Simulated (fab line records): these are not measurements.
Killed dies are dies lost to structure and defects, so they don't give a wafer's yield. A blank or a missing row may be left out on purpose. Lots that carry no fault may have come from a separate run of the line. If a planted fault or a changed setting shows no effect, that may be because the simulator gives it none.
Which of the tools did it? || flow gf180mcu || 7 lots, 21 wafers sampled, at 3 steps of a route of 602

== WHAT THE GAUGES SHOWED, per wafer ==
GF_M1_THK_MEAS_06: measures by xrf.
{"lot": "L654", "measured": "day 16 07:20", "on": "filmMetro-02", "M1_ALCU_THK (nm)": "445 453 445"}
{"lot": "L663", "measured": "day 20 02:31", "on": "filmMetro-02", "M1_ALCU_THK (nm)": "440 439 443"}
{"lot": "L665", "measured": "day 20 14:54", "on": "filmMetro-01", "M1_ALCU_THK (nm)": "444 444 443"}
{"lot": "L667", "measured": "day 21 07:04", "on": "filmMetro-02", "M1_ALCU_THK (nm)": "440 441 440"}
{"lot": "L669", "measured": "day 22 01:06", "on": "filmMetro-03", "M1_ALCU_THK (nm)": "446 440 443"}
{"lot": "L673", "measured": "day 23 09:32", "on": "filmMetro-02", "M1_ALCU_THK (nm)": "448 446 443"}
{"lot": "L676", "measured": "day 24 09:31", "on": "filmMetro-02", "M1_ALCU_THK (nm)": "449 449 447"}

== WHICH TOOL RAN EACH LOT (tool, then ch and the chambers of the sampled wafers, then the start) ==
{"lot": "L654", "GF_CONTACT_SPUTTER_23": "pvdSputter-02, day 16 06:20", "GF_M1_SPUTTER_03": "pvdSputter-03, day 16 07:07"}
{"lot": "L663", "GF_CONTACT_SPUTTER_23": "pvdSputter-02, day 20 01:32", "GF_M1_SPUTTER_03": "pvdSputter-04, day 20 02:20"}
{"lot": "L665", "GF_CONTACT_SPUTTER_23": "pvdSputter-02, day 20 13:56", "GF_M1_SPUTTER_03": "pvdSputter-01, day 20 14:43"}
{"lot": "L667", "GF_CONTACT_SPUTTER_23": "pvdSputter-02, day 21 06:06", "GF_M1_SPUTTER_03": "pvdSputter-04, day 21 06:52"}
{"lot": "L669", "GF_CONTACT_SPUTTER_23": "pvdSputter-02, day 22 00:08", "GF_M1_SPUTTER_03": "pvdSputter-01, day 22 00:55"}
{"lot": "L673", "GF_CONTACT_SPUTTER_23": "pvdSputter-01, day 23 08:35", "GF_M1_SPUTTER_03": "pvdSputter-04, day 23 09:22"}
{"lot": "L676", "GF_CONTACT_SPUTTER_23": "pvdSputter-02, day 24 08:32", "GF_M1_SPUTTER_03": "pvdSputter-04, day 24 09:19"}
- GF_CONTACT_SPUTTER_23: material TiN, target thk 10 nm, time 40 s.
- GF_M1_SPUTTER_03: material Ti, target thk 10 nm, time 6.7 s.

== THE ANSWER, worked out from the rows above alone ==
Rule: the usual values come from the lots themselves. Put in order of their means at a reading, lots are off if they are a third of the lots or fewer, leave a main group of 4 or more, and stand apart from it by a gap of 3 or more times the standard deviation of the main group's means; of several such gaps the widest counts. The tables above print the reading to a certain number of digits; a main group whose means all agree to those digits is not used. Also off: a lot with no number at a reading for which 4 or more lots have one. All remaining lots with rows at the step are treated as sound.
No lot is off at any reading shown: from this, nothing can be told.

== WHAT THE SIMULATOR HAD PUT IN ==
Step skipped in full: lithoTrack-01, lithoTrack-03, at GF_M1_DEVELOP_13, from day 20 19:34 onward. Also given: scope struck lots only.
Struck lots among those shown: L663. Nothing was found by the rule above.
